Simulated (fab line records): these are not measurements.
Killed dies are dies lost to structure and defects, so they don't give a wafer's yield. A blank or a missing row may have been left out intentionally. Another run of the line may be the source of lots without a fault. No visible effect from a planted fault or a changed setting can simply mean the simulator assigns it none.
Chamber matching / flow gf180mcu / GF_V2_ETCH_16 on rieDiel-03 has 4 sister chambers
The step etches BARC in N2/H2. 8 wafers are shown with their chamber, then 9 later ones without.

WAFERS, EACH WITH ITS CHAMBER
wafer=L756.2; chamber=3; drypumpMotorCurrentA (A)=5.4; oesProductAu (a.u.)=0.858
wafer=L757.2; chamber=3; drypumpMotorCurrentA (A)=5.4; oesProductAu (a.u.)=0.851
wafer=L767.1; chamber=2; drypumpMotorCurrentA (A)=5.8; oesProductAu (a.u.)=0.847
wafer=L767.2; chamber=0; drypumpMotorCurrentA (A)=5.8; oesProductAu (a.u.)=0.851
wafer=L767.3; chamber=1; drypumpMotorCurrentA (A)=5.7; oesProductAu (a.u.)=0.857
wafer=L768.1; chamber=1; drypumpMotorCurrentA (A)=5.7; oesProductAu (a.u.)=0.863
wafer=L768.3; chamber=2; drypumpMotorCurrentA (A)=5.9; oesProductAu (a.u.)=0.859
wafer=L768.4; chamber=0; drypumpMotorCurrentA (A)=5.7; oesProductAu (a.u.)=0.858

WAFERS WHOSE CHAMBER IS MISSING
wafer=L771.4; drypumpMotorCurrentA (A)=5.4; oesProductAu (a.u.)=0.851
wafer=L771.5; drypumpMotorCurrentA (A)=5.7; oesProductAu (a.u.)=0.858
wafer=L771.6; drypumpMotorCurrentA (A)=5.9; oesProductAu (a.u.)=0.852
wafer=L776.3; drypumpMotorCurrentA (A)=5.8; oesProductAu (a.u.)=0.856
wafer=L776.4; drypumpMotorCurrentA (A)=5.8; oesProductAu (a.u.)=0.852
wafer=L776.6; drypumpMotorCurrentA (A)=5.8; oesProductAu (a.u.)=0.863
wafer=L775.1; drypumpMotorCurrentA (A)=5.8; oesProductAu (a.u.)=0.860
wafer=L775.2; drypumpMotorCurrentA (A)=5.4; oesProductAu (a.u.)=0.851
wafer=L775.5; drypumpMotorCurrentA (A)=5.8; oesProductAu (a.u.)=0.857

WHICH CHAMBER EACH ONE RAN IN
wafer=L771.4; from the rows above=3; in truth=3
wafer=L771.5; from the rows above=can't be placed: 1 or 0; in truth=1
wafer=L771.6; from the rows above=2; in truth=2
wafer=L776.3; from the rows above=can't be placed: 0 or 2 or 1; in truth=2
wafer=L776.4; from the rows above=can't be placed: 2 or 0 or 1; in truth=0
wafer=L776.6; from the rows above=can't be placed: 0 or 2 or 1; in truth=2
wafer=L775.1; from the rows above=can't be placed: 0 or 2 or 1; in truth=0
wafer=L775.2; from the rows above=3; in truth=3
wafer=L775.5; from the rows above=can't be placed: 0 or 2 or 1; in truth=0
Correct placement for 3 of the 9. Cannot be placed on the basis of these rows: 6; the candidates contain the true chamber in 6. Wrongly placed: 0.
How it was worked out, from the rows above alone: a wafer's distance from a chamber is the root of the sum, over the readings, of the square of ((its reading less the chamber's mean) divided by the reading's scatter). If the next closest chamber is less than 2 further off than the closest, the wafer can't be placed; otherwise it belongs to the closest. A chamber's mean is the mean of its shown wafers. The scatter is the square root of a quotient: the sum, over the shown wafers, of each reading's squared deviation from its chamber's mean, divided by wafers minus chambers.
